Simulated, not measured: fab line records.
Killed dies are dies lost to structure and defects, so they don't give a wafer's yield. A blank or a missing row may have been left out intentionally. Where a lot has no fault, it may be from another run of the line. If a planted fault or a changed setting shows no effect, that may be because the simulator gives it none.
2 desks looking at one fault -- flow sky130 -- numbers are kept per desk, each desk with only its own; the story behind them comes last

THE METROLOGY DESK
What the gauges read for every lot (on any tool): the sampled wafers with a number, averaged. Marked OUT: a lot whose mean sits more than 4 standard deviations from the usual mean, which makes it out of limits; the brackets give that distance.
Columns: A = CAPM_CVD_00_THK at SKY_CAPM_THK_MEAS_01, usual 15.56 nm; B = CAPM_TIN_RS at SKY_CAPM_RS_MEAS_03, usual 6.93 ohm/sq; C = CAPM_TIN_THK at SKY_CAPM_THK_MEAS_04, usual 201.3 nm
lot,first seen here,A,B,C
L501,day 37 20:11,15.57,6.92,202.6
L504,day 38 10:31,15.42,6.92,200.8
L503,day 38 15:25,15.60,7.07,197.0
L505,day 38 19:17,15.82,7.77 (+9.7) OUT,180.5 (-8.0) OUT
L506,day 39 05:05,15.70,8.21 (+15) OUT,170.3 (-12) OUT
L517,day 42 07:04,15.63,6.93,201.3
L520,day 43 01:13,15.52,6.88,201.3
L521,day 43 02:43,15.45,6.90,200.6
L522,day 43 14:26,15.31,6.95,199.7
L524,day 43 18:39,15.72,7.01,199.9
Finding of this desk: L505, L506 out of limits, first seen on L505 at day 38 19:28 (CAPM_TIN_RS at SKY_CAPM_RS_MEAS_03). L501, L504, L503, L517, L520, L521, L522, L524: within limits.

THE TOOL OWNER'S DESK: pvd_sputter-02
The tool's own readings at SKY_CAPM_SPUTTER_02 (material TiN, target thk 200 nm, time 166.7 s): means of the sampled wafers that have a number, for each lot that ran on this tool. Marked OUT: a lot whose mean sits more than 4 standard deviations from the usual mean, which makes it out of limits; the brackets give that distance.
Columns: A = throttle_valve_pct at SKY_CAPM_SPUTTER_02, usual 29.9 %
lot,first seen here,A
L501,day 37 20:14,30.3
L505,day 38 19:21,30.3
L506,day 39 05:09,29.8
L520,day 43 01:16,29.2
L521,day 43 02:46,29.4
L524,day 43 18:43,29.6
Finding of this desk: none of the 6 lots has anything out of limits.

BROUGHT TOGETHER
The metrology desk could have raised an alarm at day 38 19:28, on L505, L506.
The desk of the tool owner found nothing out of limits.
Tool owner's desk: L505, L506 on record, inside its limits.
The lots listed all ran SKY_CAPM_SPUTTER_02 on pvd_sputter-02.

WHAT WAS PUT IN BY THE SIMULATOR
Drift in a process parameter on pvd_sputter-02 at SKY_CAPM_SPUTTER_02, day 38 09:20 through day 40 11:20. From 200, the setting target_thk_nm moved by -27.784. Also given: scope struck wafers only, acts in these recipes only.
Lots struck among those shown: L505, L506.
Delay in hours, fault start to first out-of-limits reading, per desk: metrology desk 10.
